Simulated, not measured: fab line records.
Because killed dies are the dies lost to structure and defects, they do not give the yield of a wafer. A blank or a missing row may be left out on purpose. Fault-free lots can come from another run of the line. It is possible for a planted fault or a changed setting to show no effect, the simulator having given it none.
The tool behind it: which one? | flow gf180mcu | 14 lots, 42 wafers sampled, at 4 steps of a route of 602

## WHAT THE GAUGES READ, wafer by wafer
GF_STI_THK_MEAS_30.
lot  | measured    | on           | STI_OXIDATION_02_THK (nm)
L783 | day 2 02:57 | filmMetro-04 | 9.79 9.93 9.84
L784 | day 2 12:04 | filmMetro-01 | 10.09 10.12 10.17
L785 | day 2 17:13 | filmMetro-02 | 10.03 9.90 9.98
L786 | day 2 21:40 | filmMetro-02 | 9.90 9.95 9.71
L787 | day 3 03:14 | filmMetro-02 | 9.95 9.94 9.71
L788 | day 3 08:02 | filmMetro-01 | 10.12 10.03 10.03
L789 | day 3 11:47 | filmMetro-01 | 9.87 9.87 9.87
L790 | day 3 20:24 | filmMetro-01 | 9.87 9.72 9.82
L791 | day 4 00:55 | filmMetro-02 | 10.23 10.06 10.33
L792 | day 4 04:41 | filmMetro-02 | 9.80 9.69 9.83
L793 | day 4 09:50 | filmMetro-01 | 10.09 10.13 10.22
L799 | day 5 17:10 | filmMetro-02 | 10.12 10.30 10.30
L802 | day 6 12:56 | filmMetro-01 | 10.26 10.28 10.12
L806 | day 7 04:59 | filmMetro-02 | 10.50 10.32 10.20

GF_DUAL_GATE_THK_MEAS_03.
lot  | measured     | on           | DUAL_GATE_OXIDATION_00_THK (nm)
L783 | day 7 10:32  | filmMetro-04 | 10.76 10.83 10.74
L784 | day 7 22:04  | filmMetro-01 | 11.01 11.01 10.96
L785 | day 8 02:12  | filmMetro-01 | 11.01 11.14 11.34
L786 | day 8 08:01  | filmMetro-04 | 10.91 11.17 10.97
L787 | day 8 19:55  | filmMetro-02 | 10.71 10.65 10.94
L788 | day 8 23:26  | filmMetro-02 | 10.91 11.07 10.94
L789 | day 9 03:31  | filmMetro-01 | 11.23 11.30 11.35
L790 | day 9 17:15  | filmMetro-04 | 10.62 10.62 10.59
L791 | day 9 18:37  | filmMetro-01 | 11.14 11.11 11.06
L792 | day 10 01:58 | filmMetro-01 | 10.66 10.84 10.70
L793 | day 10 11:58 | filmMetro-01 | 10.72 10.68 10.82
L799 | day 12 02:01 | filmMetro-04 | 11.37 11.69 11.60 11.34 11.66 11.62
L802 | day 13 03:54 | filmMetro-04 | 11.43 11.76 11.59 11.38 11.83 11.68
L806 | day 14 03:52 | filmMetro-01 | 10.60 10.61 10.73

GF_HV_LDD_CD_MEAS_07: the cd target is 400 nm.
lot  | measured     | on       | cdNm (nm)
L783 | day 9 17:49  | cdSem-02 | 406.1 403.6 402.8
L784 | day 10 07:56 | cdSem-01 | 402.9 403.4 401.6
L785 | day 10 15:15 | cdSem-02 | 406.3 402.9 402.9
L786 | day 10 18:20 | cdSem-02 | 403.0 402.4 400.4
L787 | day 11 05:55 | cdSem-02 | 399.1 397.7 400.4
L788 | day 11 10:04 | cdSem-02 | 400.1 400.7 400.8
L789 | day 11 14:20 | cdSem-02 | 398.0 399.2 400.5
L790 | day 12 06:58 | cdSem-02 | 397.0 398.1 398.1
L791 | day 12 09:16 | cdSem-01 | 406.9 405.1 404.7
L792 | day 12 15:26 | cdSem-02 | 399.4 399.2 398.3
L793 | day 13 02:47 | cdSem-02 | 402.3 398.6 400.6
L799 | day 14 19:42 | cdSem-01 | 402.5 399.7 402.2
L802 | day 15 23:31 | cdSem-02 | 396.8 395.8 397.2
L806 | day 17 01:56 | cdSem-01 | 398.4 398.7 399.8

## TOOL THAT RAN EACH LOT (tool first, then ch and the chambers of the sampled wafers, then the start)
lot  | GF_STI_CMP_25
L783 | cmp-02 ch 1,2,3, day 2 00:20
L784 | cmp-02 ch 0,1, day 2 09:44
L785 | cmp-02 ch 0,1,2, day 2 14:23
L786 | cmp-02 ch 1,3, day 2 19:23
L787 | cmp-02 ch 0,2, day 3 00:59
L788 | cmp-01 ch 1,3, day 3 05:44
L789 | cmp-01 ch 1,2,3, day 3 09:32
L790 | cmp-01 ch 1,2,3, day 3 18:13
L791 | cmp-02 ch 0,1, day 3 21:46
L792 | cmp-02 ch 0,1,2, day 4 02:23
L793 | cmp-01 ch 0,1,3, day 4 07:29
L799 | cmp-01 ch 1,2, day 5 14:48
L802 | cmp-01 ch 0,1,3, day 6 08:23
L806 | cmp-01 ch 0,1,2, day 7 02:17
- GF_STI_CMP_25: polishes, stops on Si3N4, t overpolish 33 s, target thk 524.6 nm.

## WHAT THE TOOLS THEMSELVES READ (means of the sampled wafers that have a number; where no wafer has one, the mark that the record gives instead)
GF_STI_CMP_25.
lot  | tool   | motorCurrentA (A) | overpolishRunS (s) | timeToEndpointS (s)
L783 | cmp-02 | 11.8              | 32.999             | 122
L784 | cmp-02 | 13.2              | 32.997             | 124
L785 | cmp-02 | 12.8              | 32.995             | 117
L786 | cmp-02 | 10.9              | 33.001             | 123
L787 | cmp-02 | 13.3              | 32.999             | 120
L788 | cmp-01 | 12.0              | 33.004             | 117
L789 | cmp-01 | 12.1              | 33.006             | 120
L790 | cmp-01 | 12.0              | 33.001             | 120
L791 | cmp-02 | 11.9              | 32.997             | 123
L792 | cmp-02 | 12.5              | 33.005             | 125
L793 | cmp-01 | 11.8              | 33.001             | 118
L799 | cmp-01 | 12.7              | 32.998             | 124
L802 | cmp-01 | 12.1              | 32.999             | 123
L806 | cmp-01 | 11.6              | 32.992             | 122

## THE ANSWER, worked out from the rows above alone
Rule: what is usual is taken from the lots themselves. The widest of any qualifying gaps counts: lots, ordered by their means at a reading, are off when they make up no more than a third of the lots, leave a main group of 4 or more, and stand apart from it by 3 or more times the standard deviation of that group's means. A main group whose means are all the same, to the digits that the tables above print for the reading, isn't used. Also off: a lot with no number at a reading for which 4 or more lots have one. Any other lot the step has rows for is counted as sound. Order of review: gauges by route order, followed by the tools' own readings, for which a lot's mean as printed above is used. At the first step where some lot is off, the reading lying furthest off is the one used; lots without a number count as furthest.
Across all readings shown, no lot is off: no conclusion can be drawn from this.

## WHAT THE SIMULATOR PUT IN
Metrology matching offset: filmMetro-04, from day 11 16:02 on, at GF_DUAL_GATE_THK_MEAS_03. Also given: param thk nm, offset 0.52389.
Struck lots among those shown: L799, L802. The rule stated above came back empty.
